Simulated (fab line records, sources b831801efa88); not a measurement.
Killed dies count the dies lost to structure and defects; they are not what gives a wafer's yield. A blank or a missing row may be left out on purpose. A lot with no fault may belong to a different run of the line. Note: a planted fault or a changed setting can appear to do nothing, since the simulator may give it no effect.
A lot that was struck, set against a sound lot :: flow sfqLine :: 14 out of 325 route steps
Sound: wafers L799.3, L799.4, L799.6. Struck: wafer L798.2 (left out: L798.1, L798.4 of the same lot, which were not struck); the cause appears at the end.
For every step that has rows: the tool of each side, followed by ch and its chambers, followed by its first start. Under that, the readings that differ: sound wafers :: struck wafers :: difference of the means :: sigmas: that difference in standard deviations of wafers without a fault.
alike: same words and numbers on both sides, and readings whose means sit less than 2 such deviations apart. not compared: any withheld reading, any reading some wafer has no value for, any bound like >300 that may hide the same value, and any number with overlapping values for which the record gives no deviation.
The two part at a step that has a row with sigmas, a row that says differs or no value, or rows on one side only. When numbers do not overlap yet have no deviation, they are printed without sigmas and do not part them. A reading that every wafer of one side lacks parts them only if that side has two wafers or more.

first, 6 steps without rows for these wafers: SFQ_TRILAYER_M4_LITHO_COAT_098 (resist thk 62 nm); SFQ_TRILAYER_M4_LITHO_COAT_093 (resist thk 600 nm); SFQ_TRILAYER_M4_LITHO_SOFTBAKE_097; SFQ_TRILAYER_M4_LITHO_EXPOSE_094 (exposes mask M4, target cd 500 nm); SFQ_TRILAYER_M4_LITHO_PEB_096 (peb time 60 s); SFQ_TRILAYER_M4_LITHO_DEVELOP_095 (time 60 s).
SFQ_M4_OVL_MEAS_926:
  sound on overlay-01, day 48 02:52; struck on overlay-02, day 47 01:52
reading: M4_OVL (nm)
sound: -7 -10 -10
struck: 5
difference: +14
sigmas: +2
SFQ_TRILAYER_M4_BARC_OPEN_METAL_ETCH_123: etches BARC in O2, target depth 125 nm, time 41.7 s.
  sound on rieMetal-03 ch 0,1, day 48 02:55; struck on rieMetal-02 ch 1, day 47 01:53
reading: rfHoursCounterH (h)
sound: - - -
struck: 77
difference: no value on the sound wafers
sigmas: 
  alike: drypumpMotorCurrentA, oesProductAu
SFQ_TRILAYER_M4_ETCH_METAL_ETCH_096: etches Nb in Cl2/Ar, stops on SiO2, target depth 240 nm, time 120 s.
  sound on rieMetal-03 ch 0,1, day 48 02:59; struck on rieMetal-02 ch 1, day 47 01:57
reading: rfHoursCounterH (h)
sound: - - -
struck: 77
difference: no value on the sound wafers
sigmas: 
  alike: drypumpMotorCurrentA, oesProductAu
SFQ_TRILAYER_M4_STRIP_STRIP_097: strips in O2.
  sound on rieMetal-03 ch 0,1, day 48 03:17; struck on rieMetal-02 ch 1, day 47 02:05
reading: rfHoursCounterH (h)
sound: - - -
struck: 77
difference: no value on the sound wafers
sigmas: 
  alike: drypumpMotorCurrentA, oesProductAu
then, 1 step without rows for these wafers: SFQ_TRILAYER_M4_STRIP_SOLV_CLEAN_098 (cleans in NMP, time 600 s).
SFQ_TRILAYER_I4_DEP_PECVD_099: deposits SiO2 from SiH4/N2O, time 111.11 s, target thk 500 nm.
  sound on pecvd-01 ch 1,2, day 48 03:51; struck on pecvd-04 ch 2, day 47 02:51
  alike: heaterPowerW, throttleValvePct
SFQ_TRILAYER_I4_CMP_CMP_100: polishes SiO2.
  sound on cmp-01 ch 1,2, day 49 15:14; struck on cmp-02 ch 0, day 48 10:14
reading: timeToEndpointS (s)
sound: 208 211 213
struck: 128
difference: -83
sigmas: -10
  alike: motorCurrentA
SFQ_I4_BOW_MEAS_927:
  sound on filmMetro-02, day 49 18:17; struck on filmMetro-01, day 48 12:44
  alike: I4_BOW

== WHERE THEY PART ==
Earliest at SFQ_M4_OVL_MEAS_926; latest, in this record, at SFQ_TRILAYER_I4_CMP_CMP_100. Later steps at which nothing parts them and some readings are alike: SFQ_I4_BOW_MEAS_927.

WHY: whatever the simulator had introduced
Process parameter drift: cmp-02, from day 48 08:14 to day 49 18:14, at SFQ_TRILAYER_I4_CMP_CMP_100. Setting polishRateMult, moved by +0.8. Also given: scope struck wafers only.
